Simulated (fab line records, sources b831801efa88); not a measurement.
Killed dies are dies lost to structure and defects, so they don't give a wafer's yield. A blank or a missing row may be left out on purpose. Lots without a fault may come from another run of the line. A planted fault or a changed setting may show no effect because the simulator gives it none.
Which tool did it? | flow sky130 | 6 lots, 18 wafers sampled, at 2 steps of a route of 708

WHAT THE GAUGES READ, wafer by wafer
SKY_SD_P_CD_MEAS_07: target cd 380 nm.
lot  | measured     | on        | cd_nm (nm)
L643 | day 26 02:32 | cd_sem-01 | 383.1 382.0 382.7
L647 | day 27 21:31 | cd_sem-02 | 305.7 305.5 307.1
L655 | day 30 14:40 | cd_sem-02 | 385.7 383.2 384.2
L657 | day 30 22:49 | cd_sem-02 | 377.4 376.2 375.1
L660 | day 32 01:59 | cd_sem-02 | 379.1 377.0 377.2
L662 | day 32 18:56 | cd_sem-01 | 382.7 380.7 382.5

WHICH TOOL RAN EACH LOT (tool, then ch and the chambers of the sampled wafers, then the start)
lot  | SKY_SD_P_EXPOSE_04
L643 | iline_stepper-02 ch 0, day 25 12:29
L647 | iline_stepper-02 ch 0, day 27 06:58
L655 | iline_stepper-01 ch 0, day 30 00:28
L657 | iline_stepper-02 ch 0, day 30 09:38
L660 | iline_stepper-02 ch 0, day 31 12:32
L662 | iline_stepper-02 ch 0, day 32 05:12
- SKY_SD_P_EXPOSE_04: exposes mask PSDM, target cd 380 nm.

THE ANSWER, worked out from the rows above alone
Rule: what is usual is taken from the lots themselves. Put in order of their means at a reading, lots are off if they are a third of the lots or fewer, leave a main group of 4 or more, and stand apart from it by a gap of 3 or more times the standard deviation of the main group's means; of several such gaps the widest counts. A main group whose means are all the same, to the digits that the tables above print for the reading, isn't used. A lot without any number at a reading at which 4 lots or more have one is off too. The other lots that the step has rows for count as sound.
Off: L647, at SKY_SD_P_CD_MEAS_07 (cd_nm). The main group: mean 380.6 nm, standard deviation 3.1.
A tool fits if, at a process step before that reading, it ran every lot that is off, and no sound lot after the first of them. The gauges at SKY_SD_P_CD_MEAS_07 are tried like those tools. None of those tried fits.

WHAT THE SIMULATOR HAD PUT IN
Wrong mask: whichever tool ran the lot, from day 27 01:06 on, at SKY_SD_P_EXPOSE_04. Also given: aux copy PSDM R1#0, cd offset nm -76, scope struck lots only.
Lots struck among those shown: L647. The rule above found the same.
